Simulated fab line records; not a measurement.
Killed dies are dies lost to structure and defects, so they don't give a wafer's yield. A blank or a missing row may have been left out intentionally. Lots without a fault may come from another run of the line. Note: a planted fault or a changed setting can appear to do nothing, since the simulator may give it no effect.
Which tool was responsible? | flow gf180mcu | Sampling: 7 lots, 21 wafers, 2 of 602 route steps

## WHAT THE GAUGES SHOWED, per wafer
GF_NWELL_TW_MEAS_11.
lot  | measured    | on            | NWELL_TW
L303 | day 3 14:05 | film metro-02 | 1587 1569 1575
L307 | day 4 11:21 | film metro-02 | 1580 1571 1571
L309 | day 4 21:24 | film metro-04 | 1565 1568 1569
L311 | day 5 09:28 | film metro-04 | 1557 1565 1563
L319 | day 7 05:27 | film metro-03 | 1544 1557 1430
L323 | day 8 01:31 | film metro-04 | 1566 1558 1561
L325 | day 8 13:33 | film metro-04 | 1564 1560 1555

## EACH LOT AND THE TOOL THAT RAN IT (in order: tool; ch and the chambers of the sampled wafers; start)
lot  | GF_NWELL_IMPLANT_08
L303 | implanter-04 ch 0, day 3 13:41
L307 | implanter-02 ch 0, day 4 10:57
L309 | implanter-04 ch 0, day 4 21:00
L311 | implanter-03 ch 0, day 5 09:04
L319 | implanter-03 ch 0, day 7 05:03
L323 | implanter-02 ch 0, day 8 01:07
L325 | implanter-02 ch 0, day 8 13:11
- GF_NWELL_IMPLANT_08

## THE ANSWER, worked out from the rows above alone
Rule: the lots themselves supply what counts as usual. The widest of any qualifying gaps counts: lots, ordered by their means at a reading, are off when they make up no more than a third of the lots, leave a main group of 4 or more, and stand apart from it by 3 or more times the standard deviation of that group's means. If all means in a main group match to the digits the tables above print for the reading, that group is not used. Also off: a lot with no number at a reading for which 4 or more lots have one. All remaining lots with rows at the step are treated as sound.
Off: L319, at GF_NWELL_TW_MEAS_11 (NWELL_TW). The main group has a mean of 1567 with a standard deviation of 6.6.
A tool fits if, at a process step before that reading, it ran every lot that is off, and no sound lot after the first of them. The gauges at GF_NWELL_TW_MEAS_11 are tried like those tools. Undecided on this evidence; 2 tools fit (implanter-03 at GF_NWELL_IMPLANT_08, film metro-03 at GF_NWELL_TW_MEAS_11).

## WHAT THE SIMULATOR PUT IN
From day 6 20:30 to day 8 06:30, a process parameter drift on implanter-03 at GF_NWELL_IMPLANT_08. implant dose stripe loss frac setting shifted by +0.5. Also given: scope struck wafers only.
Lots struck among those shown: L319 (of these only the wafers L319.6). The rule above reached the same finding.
